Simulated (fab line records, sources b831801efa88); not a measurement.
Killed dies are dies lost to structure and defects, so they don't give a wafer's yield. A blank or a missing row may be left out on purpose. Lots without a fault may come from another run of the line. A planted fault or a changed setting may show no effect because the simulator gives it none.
Problem report in the 8D (eight disciplines) form, filled by code | flow sky130 | the parts of the form that need people (team, actions taken, sign-off) are left out

1. THE PROBLEM
VIA1_W_RS at SKY_VIA1_RS_MEAS_22 reads a mean of 0.534 ohm/sq on 9 wafers of 3 lots; wafers without a fault read 0.431 ohm/sq with a standard deviation of 0.0042. That is +24 standard deviations from the usual mean.
The step: measures by four-point-probe.
First seen on wafer L430.1, day 38 04:29, on film_metro-01. The record holds 33 wafers of 11 lots with a number at this step. Rule for "out", or "out of limits": more than 4 standard deviations from the usual mean. The other wafers with a number count as sound.

2. WHAT IT IS AND WHAT IT IS NOT
question                    | is                                          | is not
which readings at this step | VIA1_W_RS                                   | -
which lots                  | L430, L435, L436                            | L418, L422, L423, L424, L426, L429, L431, L439
which wafers of those lots  | all that have a number                      | -
read on which gauges        | film_metro-01, film_metro-02, film_metro-04 | -
when                        | from day 38 04:29                           | up to then (18 sound wafers); but 6 sound wafers of L431, L439 came after

3. SUSPECTS, AND WHAT RULES EACH OUT
Counting: a tool at a process step up to the reading stays a suspect if it ran every lot that is out and no sound lot after the first of them.
- the gauge at SKY_VIA1_RS_MEAS_22: ruled out. The wafers that are out were read on 3 gauges (film_metro-01, film_metro-02, film_metro-04).
- cvd_w-01 at SKY_VIA1_CVD_21 (deposits W, target thk 270 nm, time 80.902 s): kept. It ran every lot that is out, first L430 (day 38 04:23), and no sound lot after that; its last sound lot up to then is L426 (day 37 03:48).
Left after counting: cvd_w-01 at SKY_VIA1_CVD_21.

4. THE CAUSE (what the simulator had put in)
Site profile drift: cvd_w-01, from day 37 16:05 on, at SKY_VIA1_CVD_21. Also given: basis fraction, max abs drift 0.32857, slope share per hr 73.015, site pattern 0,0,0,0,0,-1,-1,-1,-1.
Counting left only this tool.

5. THE CHAIN OF EFFECTS, in route order
Each row: a reading whose mean over the struck wafers that have a number lies more than 3 standard deviations from the usual. Only readings for which the record gives a usual standard deviation are gone through. hours: the time from each lot's start at the first step in this table that gives one to its start at this step, as a median over the lots. sigmas: the change in usual standard deviations.
hours | step                 | reading    | usual        | on struck wafers | change | sigmas
0     | SKY_VIA1_RS_MEAS_22  | VIA1_W_RS  | 0.431 ohm/sq | 0.534            | +0.103 | +24
3     | SKY_VIA1_THK_MEAS_23 | VIA1_W_THK | 271 nm       | 229              | -42    | -13

6. WHAT WOULD HAVE CAUGHT IT SOONER
In this record the first reading out of limits at a measuring or inspecting step was taken at day 38 04:29, 12 hours after the fault began at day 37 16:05.
Of the tool readings at SKY_VIA1_CVD_21 for which the record gives a usual standard deviation, none was out on any struck wafer, so an alarm limit of 4 standard deviations on them would not have fired.
Of the lots that are out (3), L436, L435 began SKY_VIA1_CVD_21 on cvd_w-01 after day 38 04:29. A hold on the tool at that time would have spared those 2.
